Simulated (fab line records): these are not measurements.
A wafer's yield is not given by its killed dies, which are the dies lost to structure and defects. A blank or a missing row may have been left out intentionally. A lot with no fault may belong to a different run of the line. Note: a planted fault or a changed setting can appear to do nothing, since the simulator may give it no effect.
Chamber matching / flow gf180mcu / GF_V5_CMP_04 on cmp-01: 4 sister chambers
The step polishes SiO2. 8 wafers are shown with their chamber, then 7 later ones without.

== WAFERS WITH THEIR CHAMBER ==
wafer=L561.2; chamber=0; motor current A (A)=13.0; slurry filter dp kPa (kPa)=13.54
wafer=L563.6; chamber=3; motor current A (A)=9.2; slurry filter dp kPa (kPa)=13.44
wafer=L566.3; chamber=2; motor current A (A)=14.0; slurry filter dp kPa (kPa)=13.56
wafer=L566.6; chamber=2; motor current A (A)=14.0; slurry filter dp kPa (kPa)=13.58
wafer=L573.4; chamber=3; motor current A (A)=9.8; slurry filter dp kPa (kPa)=13.51
wafer=L573.5; chamber=1; motor current A (A)=12.9; slurry filter dp kPa (kPa)=13.52
wafer=L574.1; chamber=0; motor current A (A)=13.6; slurry filter dp kPa (kPa)=13.74
wafer=L574.2; chamber=1; motor current A (A)=12.8; slurry filter dp kPa (kPa)=13.42

== WAFERS MISSING THEIR CHAMBER ==
wafer=L574.5; motor current A (A)=13.4; slurry filter dp kPa (kPa)=13.69
wafer=L578.1; motor current A (A)=9.4; slurry filter dp kPa (kPa)=13.50
wafer=L578.2; motor current A (A)=12.5; slurry filter dp kPa (kPa)=13.40
wafer=L578.6; motor current A (A)=13.5; slurry filter dp kPa (kPa)=13.79
wafer=L581.1; motor current A (A)=14.1; slurry filter dp kPa (kPa)=13.60
wafer=L581.3; motor current A (A)=9.4; slurry filter dp kPa (kPa)=13.29
wafer=L581.4; motor current A (A)=13.7; slurry filter dp kPa (kPa)=13.45

== WHICH CHAMBER EACH ONE RAN IN ==
wafer=L574.5; from the rows above=can't be placed: 0 or 2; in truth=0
wafer=L578.1; from the rows above=3; in truth=3
wafer=L578.2; from the rows above=1; in truth=1
wafer=L578.6; from the rows above=can't be placed: 0 or 2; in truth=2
wafer=L581.1; from the rows above=2; in truth=2
wafer=L581.3; from the rows above=3; in truth=3
wafer=L581.4; from the rows above=can't be placed: 2 or 0 or 1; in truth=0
Correctly placed: 4 of 7. These rows do not allow placing 3 (true chamber among the candidates in 3). 0 placed wrongly.
How it was worked out, from the rows above alone: a wafer's distance from a chamber is the root of the sum, over the readings, of the square of ((its reading less the chamber's mean) divided by the reading's scatter). If the next closest chamber is less than 2 further off than the closest, the wafer can't be placed; otherwise it belongs to the closest. Each chamber's mean is taken over the wafers shown for it. The scatter: the root of (the sum of the squares of (reading less its chamber's mean) over the shown wafers, divided by (wafers less chambers)).
